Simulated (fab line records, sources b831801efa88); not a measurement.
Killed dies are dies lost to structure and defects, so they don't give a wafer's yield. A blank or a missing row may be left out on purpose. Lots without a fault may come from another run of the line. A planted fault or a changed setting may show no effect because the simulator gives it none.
Chamber matching | flow sky130 | SKY_VIA3_ETCH_14 on rie_diel-01: 4 sister chambers
The step etches BARC in N2/H2, stops on SiO2, time 45.9 s, target depth 60 nm. 4 wafers are shown with their chamber, then 10 later ones without.

WAFERS WITH THEIR CHAMBER
wafer  | chamber | drypump_motor_current_A (A)
L086.3 | 0       | 6.2
L086.4 | 2       | 5.5
L087.4 | 1       | 5.9
L087.5 | 3       | 5.1

WAFERS WITHOUT THEIR CHAMBER
wafer  | drypump_motor_current_A (A)
L087.6 | 5.5
L093.1 | 6.1
L093.2 | 5.9
L093.5 | 6.2
L092.2 | 5.9
L092.4 | 6.2
L092.5 | 5.1
L095.2 | 5.6
L095.3 | 5.9
L095.6 | 5.9

WHICH CHAMBER EACH WENT THROUGH
wafer  | from the rows above | in truth
L087.6 | 2                   | 2
L093.1 | 0                   | 0
L093.2 | 1                   | 1
L093.5 | 0                   | 0
L092.2 | 1                   | 1
L092.4 | 0                   | 0
L092.5 | 3                   | 3
L095.2 | 2                   | 2
L095.3 | 1                   | 1
L095.6 | 1                   | 1
Placed correctly: 10 of 10. Can't be placed from these rows: 0. Placed wrongly: 0.
How it was worked out, from the rows above alone: a wafer's distance from a chamber is the root of the sum, over the readings, of the square of ((its reading less the chamber's mean) divided by the reading's scatter). The wafer belongs to the nearest chamber; if the next one is less than 2 further off, it can't be placed. A chamber's mean is the mean of its shown wafers. The scatter: with one shown wafer a chamber, the root of the mean of the squares of how far each hidden wafer lies from its nearest shown one.
